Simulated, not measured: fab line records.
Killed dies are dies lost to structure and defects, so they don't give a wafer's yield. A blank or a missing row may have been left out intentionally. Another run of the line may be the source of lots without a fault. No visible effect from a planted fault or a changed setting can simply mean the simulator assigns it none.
Which tool is to blame? / flow sky130 / 19 wafers from 7 lots sampled at 2 of the route's 708 steps

## WHAT THE GAUGES SHOWED, per wafer
SKY_METAL3_OVL_MEAS_14.
lot=L586; measured=day 39 19:46; on=overlay-01; METAL3_OVL (nm)=5 4 3
lot=L590; measured=day 40 10:42; on=overlay-01; METAL3_OVL (nm)=2 4 -6
lot=L592; measured=day 41 04:33; on=overlay-01; METAL3_OVL (nm)=1 2 0
lot=L593; measured=day 41 14:03; on=overlay-01; METAL3_OVL (nm)=-6 -5
lot=L596; measured=day 41 21:56; on=overlay-02; METAL3_OVL (nm)=-4 -10 0
lot=L600; measured=day 43 08:59; on=overlay-02; METAL3_OVL (nm)=-9 3 -2
lot=L608; measured=day 45 03:16; on=overlay-02; METAL3_OVL (nm)=-2 -3

## WHICH TOOL RAN EACH LOT (tool, then ch and the chambers of the sampled wafers, then the start)
lot=L586; SKY_VIA2_CMP_24=cmp-02 ch 2,3, day 37 15:05
lot=L590; SKY_VIA2_CMP_24=cmp-01 ch 1,2,3, day 38 07:19
lot=L592; SKY_VIA2_CMP_24=cmp-02 ch 2,3, day 39 02:04
lot=L593; SKY_VIA2_CMP_24=cmp-01 ch 0,1, day 39 11:34
lot=L596; SKY_VIA2_CMP_24=cmp-01 ch 0,1,2, day 39 20:37
lot=L600; SKY_VIA2_CMP_24=cmp-01 ch 0,1, day 41 09:14
lot=L608; SKY_VIA2_CMP_24=cmp-01 ch 1, day 43 05:41
- SKY_VIA2_CMP_24: polishes, stops on SiO2, t overpolish 20 s, target thk 0 nm.

## THE ANSWER, worked out from the rows above alone
Rule: the usual values come from the lots themselves. The widest of any qualifying gaps counts: lots, ordered by their means at a reading, are off when they make up no more than a third of the lots, leave a main group of 4 or more, and stand apart from it by 3 or more times the standard deviation of that group's means. The tables above print the reading to a certain number of digits; a main group whose means all agree to those digits is not used. A lot without any number at a reading at which 4 lots or more have one is off too. All remaining lots with rows at the step are treated as sound.
Across all readings shown, no lot is off: no conclusion can be drawn from this.

## WHAT THE SIMULATOR HAD PUT IN
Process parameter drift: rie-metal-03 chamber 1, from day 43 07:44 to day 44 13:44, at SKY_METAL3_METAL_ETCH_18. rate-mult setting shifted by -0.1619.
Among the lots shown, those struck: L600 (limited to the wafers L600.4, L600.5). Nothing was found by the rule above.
